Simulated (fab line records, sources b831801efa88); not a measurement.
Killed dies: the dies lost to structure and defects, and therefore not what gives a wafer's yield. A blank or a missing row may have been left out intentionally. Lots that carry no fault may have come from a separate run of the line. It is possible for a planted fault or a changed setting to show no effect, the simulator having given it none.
Problem report in the 8D (eight disciplines) form, filled by code + flow gf180mcu + the parts of the form that need people (team, actions taken, sign-off) are left out

1. THE ISSUE
HV_LDD_CVD_54_THK at GF_HV_LDD_THK_MEAS_55 reads a mean of 7.72 nm on 3 wafers of 1 lot; wafers without a fault read 9.96 nm with a standard deviation of 0.13. Measured from the usual mean, that is -17 standard deviations.
First observed at day 16 21:26: wafer L971.2, on filmMetro-04. The record has a number at this step for 39 wafers belonging to 13 lots. The rule behind "out" and "out of limits": a value lying over 4 standard deviations away from the usual mean. The rest of the wafers with a number are treated as sound.

2. WHAT IT IS AND WHAT IT IS NOT
| question                    | is                     | is not                                                                                       |
|-----------------------------|------------------------|----------------------------------------------------------------------------------------------|
| which readings at this step | HV_LDD_CVD_54_THK      | -                                                                                            |
| which lots                  | L971                   | L957, L958, L959, L961, L962, L963, L964, L974, L976, L978, L979, L980                       |
| which wafers of those lots  | all that have a number | -                                                                                            |
| read on which gauges        | filmMetro-04           | filmMetro-01, filmMetro-03                                                                   |
| when                        | from day 16 21:26      | up to then (21 sound wafers); but 15 sound wafers of L974, L976, L978, L979, L980 came after |

3. SUSPECTS, AND WHAT RULES EACH OUT
Counting: a tool at a process step up to the reading stays a suspect if it ran every lot that is out and no sound lot after the first of them.
- the gauge at GF_HV_LDD_THK_MEAS_55: kept. All the wafers that are out were read on filmMetro-04, and no step on other tools shows them out.
- plasmaAsher-02 at GF_HV_LDD_STRIP_22 (strips in O2/N2): ruled out as a lasting fault. After its first lot that is out, L971 (day 14 23:29), sound lots L979, L980 ran on it.
- lpcvd-02 at GF_HV_LDD_CVD_54 (deposits SiO2 from TEOS, target thk 10 nm, time 75 s): ruled out as a lasting fault. After its first lot that is out, L971 (day 16 20:24), sound lots L979 ran on it.
The count leaves filmMetro-04 at GF_HV_LDD_THK_MEAS_55.

4. THE CAUSE (what the simulator had put in)
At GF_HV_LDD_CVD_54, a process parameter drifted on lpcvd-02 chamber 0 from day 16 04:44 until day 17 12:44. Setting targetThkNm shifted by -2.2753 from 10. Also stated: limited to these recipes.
Counting ruled it out, wrongly: the rule takes a fault to strike every lot that its tool runs from its start on, and this one did not.

5. THE EFFECT CHAIN, in route order
Each row: a reading whose mean over the struck wafers that have a number lies more than 3 standard deviations from the usual. Readings are gone through only where the record gives a usual standard deviation; hours: the median, over the lots, of the time from a lot's start at the first step in this table giving one to that lot's start at this step; sigmas: the change measured in usual standard deviations.
| hours | step                  | reading           | usual   | on struck wafers | change | sigmas |
|-------|-----------------------|-------------------|---------|------------------|--------|--------|
| 0     | GF_HV_LDD_THK_MEAS_55 | HV_LDD_CVD_54_THK | 9.96 nm | 7.72             | -2.24  | -17    |

6. HOW IT WOULD HAVE BEEN CAUGHT EARLIER
In this record the first reading out of limits at a measuring or inspecting step was taken at day 16 21:26, 17 hours after the fault began at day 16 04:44.
Of the tool readings at GF_HV_LDD_CVD_54 for which the record gives a usual standard deviation, none was out on any struck wafer, so an alarm limit of 4 standard deviations on them would not have fired.
